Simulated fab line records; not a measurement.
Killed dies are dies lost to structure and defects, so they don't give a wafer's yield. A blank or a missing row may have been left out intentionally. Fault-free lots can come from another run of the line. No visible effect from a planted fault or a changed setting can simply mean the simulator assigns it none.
Problem report, 8D (eight disciplines) form, completed by code + flow gf180mcu + the parts of the form that need people (team, actions taken, sign-off) are left out

1. WHAT IS WRONG
Mean of oes_product_au at GF_V5_ETCH_17: 0.808 a.u. across 2 wafers in 2 lots; on wafers with no fault it is 0.859 a.u. (standard deviation 0.0041). Measured from the usual mean, that is -12 standard deviations.
The step: etches SiO2 in C4F8/O2/Ar, stops on TiN, target depth 855 nm.
The step gives no start for some of these wafers. The record holds 36 wafers of 12 lots with a number at this step. The rule behind "out" and "out of limits": a value lying over 4 standard deviations away from the usual mean. Any other wafer with a number is counted as sound.

2. WHAT IT IS; WHAT IT IS NOT
| question                    | is                       | is not                                                     |
|-----------------------------|--------------------------|------------------------------------------------------------|
| which readings at this step | oes_product_au           | bias_w, chamber_pressure_mTorr                             |
| which lots                  | L973, L974               | L966, L967, L979, L980, L981, L985, L986, L987, L988, L989 |
| which wafers of those lots  | L973.5, L974.2           | L973.1, L973.3, L974.1, L974.4                             |
| read on which tools         | rie_diel-01, rie_diel-04 | rie_diel-03                                                |

3. WHAT RULES OUT EACH SUSPECT
Counting: a tool at a process step up to the reading stays a suspect if it ran every lot that is out. Sound lots after the first of them don't rule it out here, since some wafers of a struck lot are sound.
- cmp-01 at GF_V5_CMP_04 (polishes SiO2): kept. Every lot that is out went through it, the first being L974 (day 29 08:30); the last sound lot it ran before that was L967 (day 26 16:56).
- In cmp-01 at GF_V5_CMP_04, the wafers that are out were processed in chamber 0 and their sound lot-mates in chambers 1, 3.
Left after counting: cmp-01 at GF_V5_CMP_04.

4. THE CAUSE (what the simulator had put in)
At GF_V5_CMP_04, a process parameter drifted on cmp-01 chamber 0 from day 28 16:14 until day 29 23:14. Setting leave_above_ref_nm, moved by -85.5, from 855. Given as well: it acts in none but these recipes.
After counting, this tool was the only one left.

5. THE CHAIN OF EFFECTS, in route order
Each row: a reading whose mean over the struck wafers that have a number lies more than 3 standard deviations from the usual. Only readings for which the record gives a usual standard deviation are gone through. hours: the time from each lot's start at the first step in this table that gives one to its start at this step, as a median over the lots. sigmas: the change in usual standard deviations.
| hours | step          | reading        | usual      | on struck wafers | change | sigmas |
|-------|---------------|----------------|------------|------------------|--------|--------|
| -     | GF_V5_ETCH_17 | oes_product_au | 0.859 a.u. | 0.808            | -0.050 | -12    |
Process steps it contains:
- GF_V5_ETCH_17: etches SiO2 in C4F8/O2/Ar, stops on TiN, target depth 855 nm.

6. HOW IT WOULD HAVE BEEN CAUGHT EARLIER
Of the tool readings at GF_V5_CMP_04 for which the record gives a usual standard deviation, none was out on any struck wafer, so an alarm limit of 4 standard deviations on them would not have fired.
